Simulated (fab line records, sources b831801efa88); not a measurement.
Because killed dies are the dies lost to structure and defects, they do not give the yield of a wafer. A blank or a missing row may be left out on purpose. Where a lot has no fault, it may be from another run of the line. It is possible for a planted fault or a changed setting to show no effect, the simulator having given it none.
fab line records	flow sky130
[record] lots = 6	wafers = 18	last_day = 50
route steps=708 shown LOCAL_INTERCONNECT@402 CONTACT@406 PAD_OPEN@708
lots with no fault: from the same line, run without faults
start_h: the number of hours between the record's first day and the start of the first shown wafer of the lot	wait_h: time in hours since the lot's previous step	" as in the row above	L1.1+2: several wafers, shown together as one row	- no value, or no start given	* or withheld: withheld	< > ~ a bound
route shown NAME@n: a module of which the file shows steps, and the number in the route of the first	usual: mean/standard deviation taken from wafers without a fault	same: alike in all rows	chamber/n: place in a boat	sites: per-site readings	_std_site: standard deviation across them	_edge_site: inner sites' mean taken away from outer sites' mean	radius_mm: how far each site lies from the wafer's centre	mask NAME#n: copy n	behind: the tool/chamber that last shaped the wafer	hold: the reason the lot was held/the length of the hold in hours/how it ended	device: which transistor (n, p or np) failed to switch	end of line: tests run on the same wafers once the route is complete	a step without rows: its recipe alone	killed: not the wafer's yield, but the dies lost to structure and defects at the first sort	map: the dies of a wafer, with x for killed, . for not killed, _ for no die there
set.NAME: the setting that was run; set.NAME@STEP: the one run at that earlier step	model.NAME: the simulator's own value behind a step, which no gauge read
lots at selected steps of the route; one table per step, one row per wafer
services: from which hour (start_h, from the record's first day; less than 0 if before it) a tool's chamber was out of use, for how many hours, and why
[[steps]]
[step SKY_LOCAL_INTERCONNECT_STRIP_15]
[recipe] chemistry = O2/N2	power_w = 1400	pressure_mtorr = 1500	platen_temp_c = withheld	o2_flow_sccm = 3000	n2_flow_sccm = 300	overash_fraction = 0.5
[usual] chamber_pressure_mTorr = 1500.1/1.4	drypump_motor_current_A = 5.8/0.58	n2_flow_sccm = 300.0/0.96	oes_product_au = 0.424/0.0042	strip_time_to_endpoint_s = 4.647/0.024
lot.wafer	tool	chamber	start_h	wait_h	chamber_pressure_mTorr	drypump_motor_current_A	n2_flow_sccm	oes_product_au	rf_hours_counter_h	strip_time_to_endpoint_s
L177.2	plasma_asher-03	0	710.42	0.0	1500.6	6.1	299.7	0.419	103	4.647
L177.4	"	1	"	"	1500.8	5.9	298.6	0.418	-	4.676
L177.5	"	0	"	"	1501.0	6.1	299.1	0.426	-	4.640
L180.3	plasma_asher-01	1	736.92	0.1	1500.7	6.1	300.0	0.420	-	4.643
L180.4	"	0	"	"	1502.5	4.9	300.3	0.418	-	4.657
L180.6	"	0	"	"	1502.2	4.9	300.3	0.423	-	4.662
L188.1	plasma_asher-03	1	800.09	0.0	1501.8	5.9	299.0	0.423	6	4.649
L188.2	"	0	"	"	1498.5	6.0	297.8	0.428	6	4.670
L188.6	"	0	"	"	1498.5	6.0	299.9	0.421	-	4.700
L190.1	plasma_asher-03	1	810.89	0.0	1501.3	5.9	299.0	0.421	7	4.628
L190.4	"	1	"	"	1501.0	5.9	299.0	0.425	-	4.635
L190.5	"	1	"	"	1502.6	5.9	299.1	0.423	-	4.669
L196.2	plasma_asher-01	0	852.99	0.0	1502.9	4.9	301.3	0.418	106	4.672
L196.5	"	1	"	"	1501.9	6.1	300.0	0.424	-	4.667
L196.6	"	0	"	"	1499.4	4.9	300.7	0.429	-	4.675
L197.1	plasma_asher-01	0	859.29	0.0	1500.6	4.9	300.8	0.426	106	4.666
L197.2	"	1	"	"	1500.6	6.0	300.3	0.421	106	4.635
L197.4	"	0	"	"	1503.0	4.9	300.9	0.417	-	4.625
[step SKY_LOCAL_INTERCONNECT_STRIP_16]
[recipe] chemistry = post_etch_residue_remover	time_s = 1200	temp_c = 72.5
[step SKY_LOCAL_INTERCONNECT_CLEAN_17]
[recipe] chemistry = IPA	time_s = 180	temp_c = 25
[step SKY_LOCAL_INTERCONNECT_CLEAN_18]
[recipe] chemistry = O3/DIW	dry = n2_spin
[step SKY_CONTACT_CVD_00]
[recipe] material = Si3N4	target_thk_nm = 75	temp_c = 400	time_s = withheld	rf_w = 450
[usual] heater_power_w = 755/100
lot.wafer	tool	chamber	start_h	wait_h	heater_power_w
L177.2	pecvd-04	2	711.01	0.0	982
L177.4	"	0	"	"	702
L177.5	"	1	"	"	695
L180.3	pecvd-04	1	737.48	0.0	762
L180.4	"	1	"	"	777
L180.6	"	2	"	"	885
L188.1	pecvd-02	2	800.70	0.0	640
L188.2	"	1	"	"	875
L188.6	"	2	"	"	659
L190.1	pecvd-02	2	811.49	0.0	635
L190.4	"	2	"	"	645
L190.5	"	1	"	"	733
L196.2	pecvd-02	0	853.61	0.0	702
L196.5	"	1	"	"	775
L196.6	"	2	"	"	631
L197.1	pecvd-04	0	859.88	0.0	722
L197.2	"	2	"	"	919
L197.4	"	0	"	"	749
[step SKY_CONTACT_THK_MEAS_01]
[recipe] reads = Si3N4_of_CONTACT_CVD_00
[usual] CONTACT_CVD_00_THK = 74.9/0.89
lot.wafer	tool	chamber	start_h	wait_h	CONTACT_CVD_00_THK[nm]
L177.2	film_metro-02	-	711.05	-	74.3
L177.4	"	-	"	"	76.1
L177.5	"	-	"	"	74.2
L180.3	film_metro-03	-	737.53	-	75.0
L180.4	"	-	"	"	75.4
L180.6	"	-	"	"	76.6
L188.1	film_metro-03	-	800.73	-	74.6
L188.2	"	-	"	"	74.0
L188.6	"	-	"	"	75.0
L190.1	film_metro-03	-	811.53	-	74.4
L190.4	"	-	"	"	75.0
L190.5	"	-	"	"	75.6
L196.2	film_metro-02	-	853.66	-	73.4
L196.5	"	-	"	"	74.8
L196.6	"	-	"	"	74.5
L197.1	film_metro-03	-	859.92	-	73.9
L197.2	"	-	"	"	74.7
L197.4	"	-	"	"	75.5
[step SKY_CONTACT_HDPCVD_02]
[recipe] material = SiO2	target_thk_nm = 565	sigma_open_frac = 0.3	time_s = 94.2	temp_c = 600	sih4_flow_sccm = 60	pressure_mtorr = 6
[step SKY_CONTACT_THK_MEAS_03]
[recipe] reads = SiO2_of_CONTACT_HDPCVD_02
[usual] CONTACT_HDPCVD_THK = 564/5
lot.wafer	tool	chamber	start_h	wait_h	CONTACT_HDPCVD_THK[nm]
L177.2	film_metro-04	-	711.18	0.0	563
L177.4	"	-	"	"	560
L177.5	"	-	"	"	566
L180.3	film_metro-02	-	737.66	0.1	569
L180.4	"	-	"	"	569
L180.6	"	-	"	"	560
L188.1	film_metro-04	-	800.86	0.0	568
L188.2	"	-	"	"	571
L188.6	"	-	"	"	565
L190.1	film_metro-04	-	811.66	0.0	562
L190.4	"	-	"	"	571
L190.5	"	-	"	"	570
L196.2	film_metro-03	-	853.79	0.0	559
L196.5	"	-	"	"	560
L196.6	"	-	"	"	566
L197.1	film_metro-02	-	860.04	0.0	561
L197.2	"	-	"	"	552
L197.4	"	-	"	"	562
[step SKY_CONTACT_CMP_04]
[recipe] material = SiO2	down_force_psi = 4	platen_rpm = 60	pad_velocity_m_s = 0.94248
[usual] motor_current_A = 12.4/1.1	platen_rpm = 60.00/0.038	time_to_endpoint_s = 82/3.6
lot.wafer	tool	chamber	start_h	wait_h	motor_current_A	platen_rpm	time_to_endpoint_s
L177.4	cmp-02	2	711.23	0.0	10.3	60.02	84
L177.2	"	0	"	"	13.4	60.00	84
L177.5	"	2	"	"	10.2	60.01	89
L180.3	cmp-01	1	737.70	0.0	12.6	60.02	84
L180.4	"	0	"	"	12.1	60.00	85
L180.6	"	2	"	"	11.8	60.04	83
L188.1	cmp-01	2	800.92	0.1	11.9	59.99	86
L188.2	"	3	"	"	13.7	60.01	87
L188.6	"	3	"	"	13.1	59.99	85
L190.1	cmp-02	3	811.77	0.1	12.1	59.96	79
L190.4	"	1	"	"	14.1	60.04	86
L190.5	"	2	"	"	10.4	60.02	86
L196.2	cmp-01	2	853.84	0.0	11.9	60.05	82
L196.5	"	2	"	"	11.8	60.02	82
L196.6	"	3	"	"	14.0	59.99	88
L197.4	cmp-01	1	860.10	0.0	11.9	59.96	78
L197.2	"	2	"	"	12.3	59.94	77
L197.1	"	3	"	"	13.5	60.00	82
[step SKY_CONTACT_BOW_MEAS_05]
[recipe] mode = bow
[usual] CONTACT_BOW = 84/7.6
lot.wafer	tool	chamber	start_h	wait_h	CONTACT_BOW[um]
L177.2	film_metro-02	-	711.55	0.2	87
L177.4	"	-	"	"	88
L177.5	"	-	"	"	77
L180.3	film_metro-04	-	738.04	0.3	95
L180.4	"	-	"	"	81
L180.6	"	-	"	"	78
L188.1	film_metro-02	-	801.22	0.2	85
L188.2	"	-	"	"	91
L188.6	"	-	"	"	74
L190.1	film_metro-04	-	812.02	0.2	85
L190.4	"	-	"	"	71
L190.5	"	-	"	"	70
L196.2	film_metro-02	-	854.16	0.3	79
L196.5	"	-	"	"	69
L196.6	"	-	"	"	88
L197.1	film_metro-03	-	860.40	0.1	76
L197.2	"	-	"	"	87
L197.4	"	-	"	"	88
[step SKY_CONTACT_DEHYDRATE_06]
[recipe] temp_c = 200	time_s = 60
[step SKY_CONTACT_HMDS_07]
[recipe] prime_time_s = 60	prime_temp_c = 120
[step SKY_CONTACT_COAT_08]
[recipe] resist = BARC	temp_c = withheld	time_s = withheld	spin_rpm = 3000	resist_thk_nm = 60
[usual] chill_plate_temp_C = *
lot.wafer	tool	chamber	start_h	wait_h	chill_plate_temp_C
L177.2	litho_track-01	0	725.49	0.1	*
L177.4	"	0	"	"	*
L177.5	"	0	"	"	*
L180.3	litho_track-03	0	751.40	0.1	*
L180.4	"	0	"	"	*
L180.6	"	0	"	"	*
L188.1	litho_track-03	0	814.00	0.1	*
L188.2	"	0	"	"	*
L188.6	"	0	"	"	*
L190.1	litho_track-03	0	825.00	0.1	*
L190.4	"	0	"	"	*
L190.5	"	0	"	"	*
L196.2	litho_track-04	0	866.85	0.1	*
L196.5	"	0	"	"	*
L196.6	"	0	"	"	*
L197.1	litho_track-01	0	873.57	0.1	*
L197.2	"	0	"	"	*
L197.4	"	0	"	"	*
[step SKY_CONTACT_COAT_09]
[recipe] resist = KrF-thick	spin_rpm = 3000	resist_thk_nm = 450
[step SKY_CONTACT_SOFTBAKE_10]
[recipe] temp_c = 100	time_s = 90	resist = KrF-thick
[step SKY_CONTACT_EXPOSE_11]
[recipe] mask_id = CTM1	na = 0.8	source_shape = annular	sigma_inner = 0.55	sigma_outer = 0.85	target_cd_nm = 170	dose_mj = 38
[step SKY_CONTACT_PEB_12]
[recipe] peb_temp_c = withheld	peb_time_s = withheld	resist = KrF-thick
[step SKY_CONTACT_DEVELOP_13]
[recipe] develop_time_s = 60	resist = KrF-thick	dev_temp_c = 21
[step SKY_CONTACT_CD_MEAS_14]
[recipe] target_cd_nm = 170
[usual] cd_nm = 169.9/1.7
lot.wafer	tool	chamber	start_h	wait_h	cd_nm
L177.2	cd_sem-01	-	738.99	-	171.1
L177.4	"	-	"	"	171.8
L177.5	"	-	"	"	172.2
L180.3	cd_sem-01	-	765.48	-	166.8
L180.4	"	-	"	"	167.0
L180.6	"	-	"	"	167.9
L188.1	cd_sem-01	-	827.37	-	171.8
L188.2	"	-	"	"	169.9
L188.6	"	-	"	"	170.9
L190.1	cd_sem-01	-	838.02	-	169.1
L190.4	"	-	"	"	169.0
L190.5	"	-	"	"	168.4
L196.2	cd_sem-01	-	879.99	-	169.4
L196.5	"	-	"	"	167.7
L196.6	"	-	"	"	168.4
L197.1	cd_sem-01	-	886.61	-	171.3
L197.2	"	-	"	"	169.9
L197.4	"	-	"	"	169.1
[step SKY_CONTACT_OVL_MEAS_15]
[usual] CONTACT_OVL = 2/5.1
lot.wafer	tool	chamber	start_h	wait_h	CONTACT_OVL[nm]
L177.2	overlay-01	-	739.10	0.1	5
L177.4	"	-	"	"	5
L177.5	"	-	"	"	9
L180.3	overlay-01	-	765.57	0.1	-2
L180.4	"	-	"	"	-1
L180.6	"	-	"	"	-2
L188.1	overlay-01	-	827.49	0.1	8
L188.2	"	-	"	"	-4
L188.6	"	-	"	"	2
L190.1	overlay-02	-	838.14	0.1	2
L190.4	"	-	"	"	7
L190.5	"	-	"	"	2
L196.2	overlay-02	-	880.09	0.1	11
L196.5	"	-	"	"	10
L196.6	"	-	"	"	12
L197.1	overlay-02	-	886.73	0.1	1
L197.2	"	-	"	"	-1
L197.4	"	-	"	"	7
[step SKY_CONTACT_ETCH_16]
[recipe] chemistry = N2/H2	target = BARC	ion_energy_ev = 200	source_w = 500	bias_w = 100	pressure_mtorr = 30	n2_flow_sccm = 100	h2_flow_sccm = 200	stop_on = SiO2	time_s = 45.9	target_depth_a = 600
[usual] chamber_pressure_mTorr = 29.999/0.027	drypump_motor_current_A = 5.7/0.55	n2_flow_sccm = 100.0/0.32	oes_product_au = 0.855/0.0048	throttle_valve_pct = 13.226/0.0092
lot.wafer	tool	chamber	start_h	wait_h	chamber_pressure_mTorr	drypump_motor_current_A	n2_flow_sccm	oes_product_au	rf_hours_counter_h	throttle_valve_pct	model.etch.depth_nm
L177.2	rie_diel-02	0	739.13	0.0	30.014	6.4	100.3	0.864	5	13.226	60.19
L177.4	"	3	"	"	30.001	5.4	99.7	0.856	17	13.225	60.21
L177.5	"	2	"	"	30.021	5.7	99.7	0.859	-	13.221	60.14
L180.3	rie_diel-04	3	765.59	0.0	30.005	5.3	100.1	0.856	17	13.239	60.26
L180.4	"	1	"	"	30.034	5.2	99.4	0.859	4	13.215	60.15
L180.6	"	3	"	"	29.949	5.3	100.2	0.860	-	13.232	60.39
L188.1	rie_diel-04	2	827.53	0.0	29.973	5.8	99.7	0.942	9	13.223	70.88
L188.2	"	1	"	"	29.994	5.1	100.0	0.944	6	13.239	71.01
L188.6	"	2	"	"	30.037	5.8	100.0	0.940	-	13.220	71.2
L190.1	rie_diel-04	1	838.18	0.0	29.978	5.1	99.6	0.947	6	13.232	71.06
L190.4	"	0	"	"	30.047	6.0	99.6	0.942	-	13.225	71.12
L190.5	"	1	"	"	29.992	5.1	99.9	0.945	-	13.242	70.89
L196.2	rie_diel-02	2	880.12	0.0	29.992	5.7	100.0	0.856	11	13.213	60.22
L196.5	"	0	"	"	29.997	6.4	100.3	0.856	-	13.225	59.92
L196.6	"	1	"	"	30.004	5.0	100.1	0.864	-	13.228	60.1
L197.1	rie_diel-01	1	886.77	0.0	30.038	5.1	100.2	0.848	5	13.230	60.11
L197.2	"	0	"	"	29.973	6.1	100.1	0.857	12	13.231	60.01
L197.4	"	2	"	"	29.912	6.7	99.8	0.847	21	13.236	60.06
[step SKY_CONTACT_ETCH_17]
[recipe] target = SiO2	chemistry = C4F8/O2/Ar	stop_on = Si3N4	mask_material = KrF-thick	source_w = 1500	bias_w = 1200	pressure_mtorr = 40	c4f8_flow_sccm = withheld	O2_flow_sccm = 6	Ar_flow_sccm = 300	time_s = withheld	target_depth_a = 3400
[usual] chamber_pressure_mTorr = 40.00/0.034	oes_product_au = 0.891/0.0048
lot.wafer	tool	chamber	start_h	wait_h	chamber_pressure_mTorr	oes_product_au
L177.2	rie_diel-02	0	739.17	0.0	39.92	0.892
L177.4	"	3	"	"	39.98	0.895
L177.5	"	2	"	"	39.95	0.897
L180.3	rie_diel-04	3	765.64	0.0	40.01	0.895
L180.4	"	1	"	"	40.04	0.895
L180.6	"	3	"	"	39.92	0.891
L188.1	rie_diel-04	2	827.57	0.0	40.02	0.884
L188.2	"	1	"	"	39.96	0.888
L188.6	"	2	"	"	39.97	0.893
L190.1	rie_diel-04	1	838.22	0.0	39.98	0.890
L190.4	"	0	"	"	40.01	0.893
L190.5	"	1	"	"	40.00	0.889
L196.2	rie_diel-02	2	880.17	0.0	40.02	0.895
L196.5	"	0	"	"	39.97	0.890
L196.6	"	1	"	"	40.02	0.888
L197.1	rie_diel-01	1	886.81	0.0	40.03	0.887
L197.2	"	0	"	"	40.00	0.888
L197.4	"	2	"	"	39.99	0.896
[step SKY_CONTACT_ETCH_18]
[recipe] target = Si3N4	chemistry = CHF3/O2	stop_on = TiN	source_w = 600	bias_w = 200	pressure_mtorr = 40	chf3_flow_sccm = 50	O2_flow_sccm = 5	time_s = 39	target_depth_a = 750
[usual] chamber_pressure_mTorr = 40.00/0.039	drypump_motor_current_A = 5.7/0.54	oes_product_au = 0.853/0.0069	throttle_valve_pct = 8.793/0.0087
lot.wafer	tool	chamber	start_h	wait_h	chamber_pressure_mTorr	drypump_motor_current_A	oes_product_au	rf_hours_counter_h	throttle_valve_pct
L177.2	rie_diel-02	0	-	-	40.04	6.4	0.850	5	8.784
L177.4	"	3	"	"	39.98	5.4	0.857	17	8.807
L177.5	"	2	"	"	40.02	5.7	0.852	-	8.794
L180.3	rie_diel-04	3	-	-	39.98	5.3	0.852	18	8.797
L180.4	"	1	"	"	39.95	5.1	0.856	4	8.813
L180.6	"	3	"	"	40.05	5.2	0.863	-	8.799
L188.1	rie_diel-04	2	-	-	40.04	5.8	0.852	9	8.790
L188.2	"	1	"	"	40.01	5.1	0.850	6	8.783
L188.6	"	2	"	"	39.98	5.8	0.855	-	8.801
L190.1	rie_diel-04	1	-	-	39.96	5.1	0.850	6	8.797
L190.4	"	0	"	"	40.00	6.0	0.856	-	8.794
L190.5	"	1	"	"	39.96	5.1	0.854	-	8.795
L196.2	rie_diel-02	2	-	-	40.05	5.7	0.846	11	8.797
L196.5	"	0	"	"	40.01	6.4	0.846	-	8.799
L196.6	"	1	"	"	39.97	5.0	0.844	-	8.790
L197.1	rie_diel-01	1	-	-	39.99	5.1	0.844	5	8.792
L197.2	"	0	"	"	40.04	6.1	0.849	12	8.784
L197.4	"	2	"	"	40.05	6.7	0.854	21	8.796
[step SKY_CONTACT_STRIP_19]
[recipe] chemistry = O2/N2	power_w = 1380	pressure_mtorr = 1500	platen_temp_c = withheld	o2_flow_sccm = 3000	n2_flow_sccm = 300	overash_fraction = 0.5
[usual] chamber_pressure_mTorr = 1500.0/1.4	drypump_motor_current_A = 5.8/0.64	n2_flow_sccm = 300.0/0.91	oes_product_au = 0.380/0.0047	strip_time_to_endpoint_s = 3.659/0.022
lot.wafer	tool	chamber	start_h	wait_h	chamber_pressure_mTorr	drypump_motor_current_A	n2_flow_sccm	oes_product_au	rf_hours_counter_h	strip_time_to_endpoint_s
L177.2	plasma_asher-04	1	739.26	-	1500.5	5.3	300.1	0.377	57	3.659
L177.4	"	1	"	"	1502.4	5.3	300.0	0.377	-	3.684
L177.5	"	1	"	"	1497.7	5.3	300.6	0.382	-	3.686
L180.3	plasma_asher-04	0	765.76	-	1500.4	6.6	299.6	0.379	-	3.681
L180.4	"	1	"	"	1500.3	5.3	301.3	0.387	-	3.673
L180.6	"	0	"	"	1499.2	6.6	300.6	0.380	-	3.705
L188.1	plasma_asher-04	1	827.66	-	1500.5	5.3	299.7	0.386	66	3.805
L188.2	"	0	"	"	1497.3	6.6	299.6	0.380	66	3.843
L188.6	"	0	"	"	1502.1	6.6	298.8	0.392	-	3.811
L190.1	plasma_asher-04	1	838.31	-	1496.6	5.3	300.9	0.392	67	3.811
L190.4	"	1	"	"	1499.0	5.3	299.7	0.391	-	3.789
L190.5	"	1	"	"	1501.4	5.3	300.1	0.387	-	3.834
L196.2	plasma_asher-04	0	880.26	-	1499.5	6.6	300.2	0.380	71	3.661
L196.5	"	0	"	"	1500.2	6.6	300.9	0.386	-	3.669
L196.6	"	1	"	"	1500.1	5.3	299.4	0.385	-	3.671
L197.1	plasma_asher-04	1	886.90	-	1500.5	5.3	299.2	0.379	72	3.637
L197.2	"	0	"	"	1499.5	6.6	300.7	0.378	72	3.644
L197.4	"	1	"	"	1500.8	5.3	300.3	0.377	-	3.617
[step SKY_CONTACT_STRIP_20]
[recipe] chemistry = post_etch_residue_remover	time_s = 1200	temp_c = 72.5
[step SKY_PAD_OPEN_PROBE_99]
[usual] killed_at_M0_to_M3 = 44/6.2	killed_at_M4_up = 3.3/1.7	killed_at_contacts = 24/4.9	killed_at_front_end = 16/5	killed_at_other = 0.3/0.48	killed_dies = 88/9	killed_open = 48/7	killed_short = 39/6.1
[same] gross_dies = 492	killed_at_back_side = 0
lot.wafer	tool	chamber	start_h	wait_h	killed_at_M0_to_M3	killed_at_M4_up	killed_at_contacts	killed_at_front_end	killed_at_other	killed_dies	killed_open	killed_short
L190.1	prober-02	-	1150.44	0.1	40	2	21	16	0	79	44	34
L190.4	prober-02	-	1150.59	0.2	41	4	23	23	1	92	42	50
L190.5	prober-02	-	1150.64	0.2	46	7	24	13	0	90	56	33
L196.2	prober-02	-	1188.37	0.1	41	4	22	14	0	81	38	43
L196.6	prober-02	-	1188.57	0.2	29	4	28	10	0	71	39	31
// killed by level:class
L190.1 CONTACT:geometric_particle:open=11 VIA1:geometric_particle:open=9 VIA1:geometric_particle:short=8 METAL2:geometric_particle:short=7 LI_CONTACT:geometric_particle:open=5 POLY_GATE:geometric_particle:short=4 VIA3:geometric_particle:open=4 SPACER:geometric_particle:open=3
L190.4 CONTACT:geometric_particle:open=9 LOCAL_INTERCONNECT:geometric_particle:short=7 METAL2:geometric_particle:short=7 METAL1:geometric_particle:short=6 POLY_CUT:geometric_particle:open=5 VIA2:geometric_particle:short=5 VIA1:geometric_particle:short=5 VIA1:geometric_particle:open=5
L190.5 VIA1:geometric_particle:open=16 CONTACT:geometric_particle:open=12 METAL4:geometric_particle:short=6 POLY_GATE:geometric_particle:open=5 VIA2:geometric_particle:open=5 VIA3:geometric_particle:open=5 LI_CONTACT:geometric_particle:open=4 METAL2:geometric_particle:short=4
L196.2 CONTACT:geometric_particle:open=8 VIA3:geometric_particle:open=8 METAL1:geometric_particle:short=6 CONTACT:geometric_particle:short=5 VIA1:geometric_particle:short=5 VIA2:geometric_particle:short=5 VIA2:geometric_particle:open=5 LI_CONTACT:geometric_particle:open=4
L196.6 CONTACT:geometric_particle:open=12 CONTACT:geometric_particle:short=6 METAL1:geometric_particle:short=6 VIA3:geometric_particle:open=6 LI_CONTACT:geometric_particle:open=5 VIA1:geometric_particle:open=5 FIELD_ISO:geometric_particle:short=3 LI_CONTACT:geometric_particle:short=3
[[services]]
tool	chamber	start_h	hours	kind
rie_diel-02	2	692.23	22.1	repair
plasma_asher-04	-	695.97	2.8	pm
rie_diel-02	3	715.83	10.1	repair
cmp-01	-	726.77	2.1	repair
rie_diel-02	2	731.36	3.7	repair
plasma_asher-03	-	733.75	9.0	pm
plasma_asher-01	-	744.25	4.4	repair
cmp-01	-	762.72	8.1	pm
plasma_asher-04	-	766.47	1.9	repair
rie_diel-04	1	768.69	6.8	repair
plasma_asher-03	-	770.43	4.1	repair
rie_diel-04	2	777.00	13.1	repair
pecvd-02	1	783.35	7.7	repair
pecvd-02	2	790.22	4.6	repair
rie_diel-01	-	792.92	1.2	repair
cmp-01	-	806.47	1.4	repair
rie_diel-01	0	811.80	5.9	repair
rie_diel-02	2	818.28	4.8	repair
pecvd-04	-	825.01	3.0	repair
pecvd-04	-	828.01	28.1	pm
rie_diel-04	1	832.15	3.6	repair
rie_diel-04	3	832.53	5.7	repair
rie_diel-01	-	841.35	0.4	repair
cmp-01	-	843.55	3.4	repair
[[key]]
[first_sign] step = SKY_CONTACT_ETCH_16	reading = oes_product_au	direction = up	sigmas = 18	usual = 0.855	struck = 0.943
[effect] step = SKY_CONTACT_STRIP_19	reading = strip_time_to_endpoint_s	direction = up	sigmas = 7.2	usual = *	struck = *
[model_effect] step = SKY_CONTACT_ETCH_16	value = etch.depth_nm	without = 60.15	struck = 71.02
met_at SKY_CONTACT_COAT_08
struck_wafers L188.1,L188.2,L188.6,L190.1,L190.4,L190.5
tester_left_out L188,L190
onset_between 751.40 814.00
also_fits SKY_LOCAL_INTERCONNECT_STRIP_15:plasma_asher-03,SKY_CONTACT_ETCH_16:rie_diel-04
[fault] kind = process_parameter_drift	tool = litho_track-03	chamber = -	onset_h = 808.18	steps = SKY_CONTACT_COAT_08	channel = resist_thk_nm	offset = 10.844	shape = step	end_h = 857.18	acts_in = these_recipes_only	stated = 60
// tester_left_out: of these lots the tester's yield and bins aren't shown, on N5 and GAA mostly nor the transistor test; their killed dies are dies lost to structure and defects alone, not to doping, threshold or leakage, so they don't give the yield
